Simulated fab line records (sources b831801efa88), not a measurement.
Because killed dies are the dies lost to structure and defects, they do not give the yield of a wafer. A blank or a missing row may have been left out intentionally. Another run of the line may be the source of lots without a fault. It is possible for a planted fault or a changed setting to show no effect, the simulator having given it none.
Matching of chambers    flow sky130    SKY_METAL3_ETCH_17 on rie diel-04: 4 sister chambers
The step etches SiO2 in C4F8/O2/Ar, stops on TiN, time 3.9 s, target depth 15 nm. 4 wafers are shown with their chamber, then 10 later ones without.

== WAFERS PAIRED WITH THEIR CHAMBERS ==
wafer   chamber  oes product au (a.u.)
L084.4  3        0.748
L084.5  0        0.745
L088.4  2        0.761
L088.5  1        0.753

== WAFERS WITH NO CHAMBER GIVEN ==
wafer   oes product au (a.u.)
L088.6  0.764
L090.1  0.740
L090.2  0.752
L090.5  0.753
L096.1  0.754
L096.4  0.760
L096.5  0.745
L097.1  0.754
L097.2  0.752
L097.4  0.754

== WHICH CHAMBER EACH ONE RAN IN ==
wafer    from the rows above       in truth
L088.6   2                         2
L090.1   can't be placed: 0 or 3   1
L090.2   can't be placed: 1 or 3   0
L090.5   1                         1
L096.1   1                         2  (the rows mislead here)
L096.4   2                         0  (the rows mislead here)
L096.5   can't be placed: 0 or 3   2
L097.1   1                         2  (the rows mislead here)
L097.2   can't be placed: 1 or 3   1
L097.4   1                         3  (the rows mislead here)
Correctly placed: 2 of 10. Can't be placed from these rows: 4 (the true chamber is among the candidates in 1). Wrongly placed: 4.
How it was worked out, from the rows above alone: a wafer's distance from a chamber is the root of the sum, over the readings, of the square of ((its reading less the chamber's mean) divided by the reading's scatter). If the next closest chamber is less than 2 further off than the closest, the wafer can't be placed; otherwise it belongs to the closest. The mean given for a chamber averages the wafers shown for that chamber. The scatter: with one shown wafer a chamber, the root of the mean of the squares of how far each hidden wafer lies from its nearest shown one.
